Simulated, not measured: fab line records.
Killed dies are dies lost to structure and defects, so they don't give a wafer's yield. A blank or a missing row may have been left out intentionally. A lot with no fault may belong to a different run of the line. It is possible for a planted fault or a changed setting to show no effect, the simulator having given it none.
Which tool did it? + flow sky130 + 6 lots, 18 wafers sampled, at 1 step of a route of 708

== WHAT THE GAUGES SHOWED, per wafer ==
SKY_VT_ADJUST_NCORE_OVL_MEAS_08.
| lot  | measured     | on         | VT_ADJUST_NCORE_OVL (nm) |
|------|--------------|------------|--------------------------|
| L892 | day 10 17:41 | overlay-01 | -2.3 -0.6 0.6            |
| L895 | day 11 02:16 | overlay-01 | 0.3 -1.1 0.6             |
| L897 | day 11 21:54 | overlay-01 | 4.1 2.6 0.3              |
| L900 | day 12 14:38 | overlay-02 | 0.4 1.0 0.6              |
| L902 | day 12 22:35 | overlay-02 | 4.4 1.0 1.2              |
| L907 | day 14 15:27 | overlay-01 | 3.4 3.3 1.4              |

== WHAT TOOL EACH LOT RAN ON (gives the tool, then ch and the chambers of the sampled wafers, and finally the start) ==
The record holds no process step before these readings.

== THE ANSWER, worked out from the rows above alone ==
Rule: the usual values come from the lots themselves. Put in order of their means at a reading, lots are off if they are a third of the lots or fewer, leave a main group of 4 or more, and stand apart from it by a gap of 3 or more times the standard deviation of the main group's means; of several such gaps the widest counts. If all means in a main group match to the digits the tables above print for the reading, that group is not used. A lot without any number at a reading at which 4 lots or more have one is off too. The other lots that the step has rows for count as sound.
No lot is off on any of the readings shown, so nothing can be concluded from this.

== WHAT THE SIMULATOR HAD INSERTED ==
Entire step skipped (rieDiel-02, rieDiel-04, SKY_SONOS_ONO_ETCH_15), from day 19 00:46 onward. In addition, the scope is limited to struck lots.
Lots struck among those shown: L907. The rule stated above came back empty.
